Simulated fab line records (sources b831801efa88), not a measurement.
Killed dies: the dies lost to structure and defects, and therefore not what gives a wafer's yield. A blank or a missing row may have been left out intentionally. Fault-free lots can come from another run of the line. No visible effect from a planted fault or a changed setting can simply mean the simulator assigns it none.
Matching of chambers    flow gf180mcu    4 sister chambers for GF_V2_CMP_04 on cmp-01
The step polishes SiO2. 16 wafers are shown with their chamber, then 8 later ones without.

== WAFERS, EACH WITH ITS CHAMBER ==
wafer   chamber  motor_current_A (A)  time_to_endpoint_s (s)
L901.1  0        13.1                 72
L901.3  2        11.3                 68
L901.5  3        12.7                 71
L902.1  1        11.4                 71
L902.2  2        11.5                 76
L902.3  3        11.4                 77
L903.1  0        13.1                 86
L903.5  1        11.3                 81
L903.6  0        13.3                 86
L904.2  0        13.2                 78
L904.3  2        11.8                 77
L904.5  1        11.7                 82
L906.1  1        11.5                 76
L906.3  3        12.0                 74
L906.6  3        12.1                 76
L914.1  1        11.6                 77

SIGNATURES (averages over the wafers above)
reading             chamber 0  chamber 1  chamber 2  chamber 3  scatter within a chamber
motor_current_A     13.175     11.500     11.533     12.050     0.303
time_to_endpoint_s  80.50      77.40      73.67      74.50      4.88
Rule: a wafer lies at a distance from a chamber equal to the root of the sum of squares, over the readings, of (its reading less the chamber's mean, divided by the reading's scatter). The wafer belongs to the nearest chamber; if the next one is less than 2 further off, it can't be placed. The scatter: the root of (the sum of the squares of (reading less its chamber's mean) over the shown wafers, divided by (wafers less chambers)).

== WAFERS WITH NO CHAMBER GIVEN ==
wafer   motor_current_A (A)  time_to_endpoint_s (s)
L914.4  11.8                 87
L914.6  11.7                 85
L917.1  12.0                 66
L917.2  11.8                 71
L917.5  11.4                 82
L921.2  13.3                 80
L921.4  10.9                 84
L921.6  12.2                 83

== EACH ONE'S CHAMBER ==
wafer   from the rows above                in truth
L914.4  can't be placed: 1 or 3 or 2       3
L914.6  can't be placed: 1 or 2 or 3       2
L917.1  can't be placed: 3 or 2 or 1       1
L917.2  can't be placed: 2 or 3 or 1       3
L917.5  can't be placed: 1 or 2 or 3       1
L921.2  0                                  0
L921.4  can't be placed: 1 or 2 or 3       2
L921.6  can't be placed: 3 or 1 or 2 or 0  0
Placed correctly: 1 of 8. Can't be placed from these rows: 7 (the true chamber is among the candidates in 7). Number placed wrongly: 0.
